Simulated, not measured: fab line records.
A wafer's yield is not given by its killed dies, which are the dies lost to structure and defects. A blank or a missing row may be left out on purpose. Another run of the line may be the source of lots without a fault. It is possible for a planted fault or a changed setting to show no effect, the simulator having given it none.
Chamber matching + flow gf180mcu + cmp-02 running GF_V2_CMP_26: 4 sister chambers
The step polishes, stops on SiO2, t overpolish 15 s, target thk 0 nm. 39 wafers are shown with their chamber, then 12 later ones without.

WAFERS WITH THEIR CHAMBER
| wafer  | chamber | motor current A (A) | time to endpoint s (s) | overpolish run s (s) |
|--------|---------|---------------------|------------------------|----------------------|
| L074.3 | 3       | 11.3                | 91                     | 15.005               |
| L074.4 | 2       | 14.2                | 84                     | 14.992               |
| L074.6 | 3       | 11.5                | 89                     | 15.000               |
| L076.1 | 3       | 11.3                | 92                     | 14.974               |
| L076.3 | 1       | 9.9                 | 80                     | 15.001               |
| L076.4 | 2       | 14.2                | 85                     | 15.015               |
| L078.2 | 1       | 9.6                 | 83                     | 14.996               |
| L078.3 | 2       | 14.0                | 84                     | 15.018               |
| L078.4 | 3       | 11.6                | 95                     | 14.993               |
| L081.3 | 2       | 14.1                | 79                     | 14.999               |
| L081.4 | 1       | 10.1                | 84                     | 14.997               |
| L081.6 | 2       | 14.5                | 84                     | 15.004               |
| L082.1 | 2       | 14.4                | 77                     | 15.004               |
| L082.2 | 3       | 11.0                | 89                     | 14.994               |
| L082.3 | 1       | 9.7                 | 83                     | 14.974               |
| L083.3 | 2       | 14.3                | 84                     | 14.990               |
| L083.5 | 2       | 14.7                | 82                     | 14.994               |
| L083.6 | 1       | 9.3                 | 80                     | 15.019               |
| L084.4 | 0       | 10.9                | 82                     | 15.009               |
| L084.5 | 2       | 14.0                | 83                     | 15.002               |
| L084.6 | 3       | 11.1                | 91                     | 14.999               |
| L085.1 | 0       | 10.5                | 80                     | 15.002               |
| L085.4 | 3       | 11.0                | 90                     | 15.002               |
| L085.6 | 3       | 11.6                | 89                     | 15.017               |
| L086.1 | 1       | 9.5                 | 81                     | 14.980               |
| L086.4 | 0       | 10.8                | 77                     | 15.016               |
| L086.5 | 0       | 11.0                | 76                     | 14.994               |
| L087.2 | 1       | 9.9                 | 83                     | 15.004               |
| L087.3 | 2       | 14.7                | 83                     | 15.004               |
| L087.6 | 1       | 9.9                 | 81                     | 15.009               |
| L088.3 | 1       | 9.7                 | 85                     | 14.987               |
| L088.4 | 2       | 14.3                | 82                     | 15.005               |
| L088.6 | 0       | 10.5                | 77                     | 14.998               |
| L089.2 | 0       | 10.8                | 79                     | 14.992               |
| L089.5 | 1       | 9.7                 | 80                     | 14.992               |
| L089.6 | 2       | 14.7                | 79                     | 15.013               |
| L090.1 | 1       | 9.8                 | 82                     | 14.994               |
| L090.2 | 3       | 11.0                | 91                     | 15.004               |
| L090.5 | 3       | 10.7                | 87                     | 15.003               |

SIGNATURES (means of the wafers above)
| reading            | chamber 0 | chamber 1 | chamber 2 | chamber 3 | scatter within a chamber |
|--------------------|-----------|-----------|-----------|-----------|--------------------------|
| motor current A    | 10.750    | 9.736     | 14.342    | 11.210    | 0.254                    |
| time to endpoint s | 78.50     | 82.00     | 82.17     | 90.40     | 2.19                     |
| overpolish run s   | 15.00183  | 14.99573  | 15.00333  | 14.99910  | 0.0107                   |
Rule: a wafer lies at a distance from a chamber equal to the root of the sum of squares, over the readings, of (its reading less the chamber's mean, divided by the reading's scatter). The wafer belongs to the nearest chamber; if the next one is less than 2 further off, it can't be placed. The scatter: the root of (the sum of the squares of (reading less its chamber's mean) over the shown wafers, divided by (wafers less chambers)).

WAFERS WITH NO CHAMBER GIVEN
| wafer  | motor current A (A) | time to endpoint s (s) | overpolish run s (s) |
|--------|---------------------|------------------------|----------------------|
| L091.4 | 9.4                 | 79                     | 14.998               |
| L091.5 | 10.9                | 75                     | 15.009               |
| L091.6 | 11.1                | 88                     | 15.004               |
| L093.3 | 14.2                | 81                     | 15.005               |
| L093.4 | 11.1                | 78                     | 15.021               |
| L093.6 | 11.4                | 88                     | 14.995               |
| L094.3 | 14.2                | 87                     | 15.002               |
| L094.4 | 9.8                 | 84                     | 15.012               |
| L094.5 | 14.8                | 83                     | 14.995               |
| L095.2 | 11.1                | 88                     | 15.000               |
| L095.3 | 10.2                | 84                     | 15.005               |
| L095.4 | 11.7                | 80                     | 15.015               |

WHICH CHAMBER EACH WENT THROUGH
| wafer  | from the rows above     | in truth |
|--------|-------------------------|----------|
| L091.4 | 1                       | 1        |
| L091.5 | 0                       | 0        |
| L091.6 | 3                       | 3        |
| L093.3 | 2                       | 2        |
| L093.4 | 0                       | 0        |
| L093.6 | 3                       | 3        |
| L094.3 | 2                       | 2        |
| L094.4 | 1                       | 1        |
| L094.5 | 2                       | 2        |
| L095.2 | 3                       | 3        |
| L095.3 | can't be placed: 1 or 0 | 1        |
| L095.4 | can't be placed: 0 or 3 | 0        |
Correct placement for 10 of the 12. These rows do not allow placing 2 (true chamber among the candidates in 2). Wrongly placed: 0.
